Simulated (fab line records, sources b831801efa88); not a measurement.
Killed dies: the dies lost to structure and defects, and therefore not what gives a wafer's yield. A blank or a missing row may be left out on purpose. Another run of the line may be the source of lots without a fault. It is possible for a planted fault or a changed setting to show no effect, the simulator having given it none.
2 desks, one fault    flow sky130    what lay behind the numbers comes last; until then each desk has only its own

THE METROLOGY DESK
What the gauges read for every lot (on any tool): the sampled wafers with a number, averaged. The brackets show how far a lot's mean lies from the usual mean; more than 4 standard deviations puts the lot out of limits, marked OUT.
Columns: A = VIA2_OVL at SKY_VIA2_OVL_MEAS_13, usual -1 nm; B = CAPM_TIN_RS at SKY_CAPM_RS_MEAS_03, usual 6.89 ohm/sq; C = CAPM_TIN_THK at SKY_CAPM_THK_MEAS_04, usual 202.3 nm
lot   first seen here  A    B               C
L398  day 37 11:13     -5   6.84            204.8
L399  day 37 11:55     -13  6.87            203.9
L403  day 38 15:01     0    6.84            202.5
L411  day 41 01:49     4    6.25 (-10) OUT  224.3 (+11) OUT
L412  day 41 04:23     0    6.92            201.4
L413  day 41 04:47     -1   6.93            199.7
L415  day 41 20:47     0    6.94            202.0
L418  day 42 06:10     3    6.85            203.7
L420  day 42 22:31     -6   6.96            198.5
This desk finds L411 out of limits, with the earliest case on L411 at day 41 03:35 (CAPM_TIN_RS at SKY_CAPM_RS_MEAS_03). Within limits: L398, L399, L403, L412, L413, L415, L418, L420.

AT THE TOOL OWNER'S DESK: pvd_sputter-01
At SKY_CAPM_SPUTTER_02 (material TiN, target thk 200 nm, time 166.7 s) the tool's own readings: per lot run on this tool, the mean of the sampled wafers that have a number. The brackets show how far a lot's mean lies from the usual mean; more than 4 standard deviations puts the lot out of limits, marked OUT.
Columns: A = chamber_pressure_pa at SKY_CAPM_SPUTTER_02, usual 0.4001 Pa; B = throttle_valve_pct at SKY_CAPM_SPUTTER_02, usual 29.8 %
lot   first seen here  A       B
L398  day 37 12:51     0.4001  29.4
L403  day 38 16:40     0.4007  29.5
L411  day 41 03:28     0.3995  29.3
This desk's verdict: no lot among the 3 shows anything out of limits.

ALL TOGETHER
Metrology desk: alarm possible at day 41 03:35 on L411.
Nothing out of limits was seen by the tool owner's desk.
The tool owner's desk has L411 on record, within its limits.
On pvd_sputter-01, each named lot ran SKY_CAPM_SPUTTER_02.

WHAT THE SIMULATOR PUT IN
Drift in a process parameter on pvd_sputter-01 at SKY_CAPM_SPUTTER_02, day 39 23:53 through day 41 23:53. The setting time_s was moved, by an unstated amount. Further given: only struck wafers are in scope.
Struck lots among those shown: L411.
Time in hours between the start of the fault and the first out-of-limits reading at each desk: metrology desk, 28.
